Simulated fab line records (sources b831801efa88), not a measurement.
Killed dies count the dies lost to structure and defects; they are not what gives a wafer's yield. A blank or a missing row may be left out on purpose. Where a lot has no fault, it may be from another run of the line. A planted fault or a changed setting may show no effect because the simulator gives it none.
The tool behind it: which one? :: flow sky130 :: Sampling: 11 lots, 33 wafers, 3 of 708 route steps

## WHAT THE GAUGES SHOWED, per wafer
SKY_VIA4_BOW_MEAS_03. Usual: VIA4_BOW 78 um, standard deviation 7.9.
lot: L132
measured: day 42 03:32
on: film-metro-01
VIA4_BOW (um): 64 78 74
flag: 

lot: L133
measured: day 42 04:31
on: film-metro-01
VIA4_BOW (um): 78 85 85
flag: 

lot: L134
measured: day 42 12:08
on: film-metro-01
VIA4_BOW (um): 77 76 84
flag: 

lot: L139
measured: day 43 17:52
on: film-metro-01
VIA4_BOW (um): 86 85 86
flag: 

lot: L138
measured: day 43 18:34
on: film-metro-01
VIA4_BOW (um): 65 86 85
flag: 

lot: L142
measured: day 44 07:37
on: film-metro-01
VIA4_BOW (um): 77 73 77
flag: 

lot: L143
measured: day 45 12:19
on: film-metro-03
VIA4_BOW (um): 74 73 73
flag: 

lot: L144
measured: day 45 14:29
on: film-metro-03
VIA4_BOW (um): 89 68 68
flag: 

lot: L147
measured: day 46 01:06
on: film-metro-01
VIA4_BOW (um): 67 71 69
flag: 

lot: L151
measured: day 46 19:07
on: film-metro-03
VIA4_BOW (um): 70 73 60
flag: 

lot: L155
measured: day 47 19:34
on: film-metro-04
VIA4_BOW (um): 75 87 82
flag: 

## EACH LOT AND THE TOOL THAT RAN IT (in order: tool; ch and the chambers of the sampled wafers; start)
lot: L132
SKY_METAL4_SPUTTER_01: pvd-sputter-02, day 40 00:59
SKY_METAL4_SPUTTER_04: pvd-sputter-02, day 40 01:04

lot: L133
SKY_METAL4_SPUTTER_01: pvd-sputter-01, day 40 01:19
SKY_METAL4_SPUTTER_04: pvd-sputter-01, day 40 01:23

lot: L134
SKY_METAL4_SPUTTER_01: pvd-sputter-02, day 40 11:18
SKY_METAL4_SPUTTER_04: pvd-sputter-02, day 40 11:23

lot: L139
SKY_METAL4_SPUTTER_01: pvd-sputter-02, day 41 17:03
SKY_METAL4_SPUTTER_04: pvd-sputter-02, day 41 17:08

lot: L138
SKY_METAL4_SPUTTER_01: pvd-sputter-04, day 41 17:25
SKY_METAL4_SPUTTER_04: pvd-sputter-04, day 41 17:30

lot: L142
SKY_METAL4_SPUTTER_01: pvd-sputter-02, day 42 06:26
SKY_METAL4_SPUTTER_04: pvd-sputter-02, day 42 06:31

lot: L143
SKY_METAL4_SPUTTER_01: pvd-sputter-01, day 43 14:33
SKY_METAL4_SPUTTER_04: pvd-sputter-01, day 43 14:38

lot: L144
SKY_METAL4_SPUTTER_01: pvd-sputter-04, day 43 15:51
SKY_METAL4_SPUTTER_04: pvd-sputter-04, day 43 15:56

lot: L147
SKY_METAL4_SPUTTER_01: pvd-sputter-02, day 44 02:56
SKY_METAL4_SPUTTER_04: pvd-sputter-02, day 44 03:01

lot: L151
SKY_METAL4_SPUTTER_01: pvd-sputter-02, day 44 22:49
SKY_METAL4_SPUTTER_04: pvd-sputter-02, day 44 22:53

lot: L155
SKY_METAL4_SPUTTER_01: pvd-sputter-04, day 46 01:04
SKY_METAL4_SPUTTER_04: pvd-sputter-04, day 46 01:09
- SKY_METAL4_SPUTTER_01: material TiN, target thk 20 nm, time 16.7 s.
- SKY_METAL4_SPUTTER_04: material TiN, target thk 70 nm, time 58.3 s.

## WHAT THE TOOLS THEMSELVES READ (means of the sampled wafers that have a number; where no wafer has one, the mark that the record gives instead)
SKY_METAL4_SPUTTER_01. Usual: throttle-valve-pct reads 30.0 % (standard deviation 0.94).
lot: L132
tool: pvd-sputter-02
throttle-valve-pct (%): 29.8
flag: 

lot: L133
tool: pvd-sputter-01
throttle-valve-pct (%): 30.7
flag: 

lot: L134
tool: pvd-sputter-02
throttle-valve-pct (%): 29.7
flag: 

lot: L139
tool: pvd-sputter-02
throttle-valve-pct (%): 29.2
flag: 

lot: L138
tool: pvd-sputter-04
throttle-valve-pct (%): 30.7
flag: 

lot: L142
tool: pvd-sputter-02
throttle-valve-pct (%): 29.3
flag: 

lot: L143
tool: pvd-sputter-01
throttle-valve-pct (%): 30.4
flag: 

lot: L144
tool: pvd-sputter-04
throttle-valve-pct (%): 29.7
flag: 

lot: L147
tool: pvd-sputter-02
throttle-valve-pct (%): 29.6
flag: 

lot: L151
tool: pvd-sputter-02
throttle-valve-pct (%): 29.2
flag: 

lot: L155
tool: pvd-sputter-04
throttle-valve-pct (%): 30.3
flag: 

SKY_METAL4_SPUTTER_04. Usual: throttle-valve-pct reads 30.0 % (standard deviation 0.94).
lot: L132
tool: pvd-sputter-02
throttle-valve-pct (%): 30.0
flag: 

lot: L133
tool: pvd-sputter-01
throttle-valve-pct (%): 30.8
flag: 

lot: L134
tool: pvd-sputter-02
throttle-valve-pct (%): 29.6
flag: 

lot: L139
tool: pvd-sputter-02
throttle-valve-pct (%): 29.1
flag: 

lot: L138
tool: pvd-sputter-04
throttle-valve-pct (%): 30.7
flag: 

lot: L142
tool: pvd-sputter-02
throttle-valve-pct (%): 29.2
flag: 

lot: L143
tool: pvd-sputter-01
throttle-valve-pct (%): 30.6
flag: 

lot: L144
tool: pvd-sputter-04
throttle-valve-pct (%): 29.8
flag: 

lot: L147
tool: pvd-sputter-02
throttle-valve-pct (%): 29.7
flag: 

lot: L151
tool: pvd-sputter-02
throttle-valve-pct (%): 29.3
flag: 

lot: L155
tool: pvd-sputter-04
throttle-valve-pct (%): 30.4
flag: 

## THE ANSWER, worked out from the rows above alone
Rule: take the mean of a lot's wafers that have a number; if it is more than 3 standard deviations from the usual mean, the lot is off. A lot without any number at a reading at which 4 lots or more have one is off too. Where the step has rows for the other lots, those lots are counted as sound. Order of review: gauges by route order, followed by the tools' own readings, for which a lot's mean as printed above is used. The first step at which some lot is off is used, and at that step the reading that is off furthest; a lot without a number counts as furthest.
None of the lots is off at any reading shown; this tells nothing.

## WHAT WAS PUT IN BY THE SIMULATOR
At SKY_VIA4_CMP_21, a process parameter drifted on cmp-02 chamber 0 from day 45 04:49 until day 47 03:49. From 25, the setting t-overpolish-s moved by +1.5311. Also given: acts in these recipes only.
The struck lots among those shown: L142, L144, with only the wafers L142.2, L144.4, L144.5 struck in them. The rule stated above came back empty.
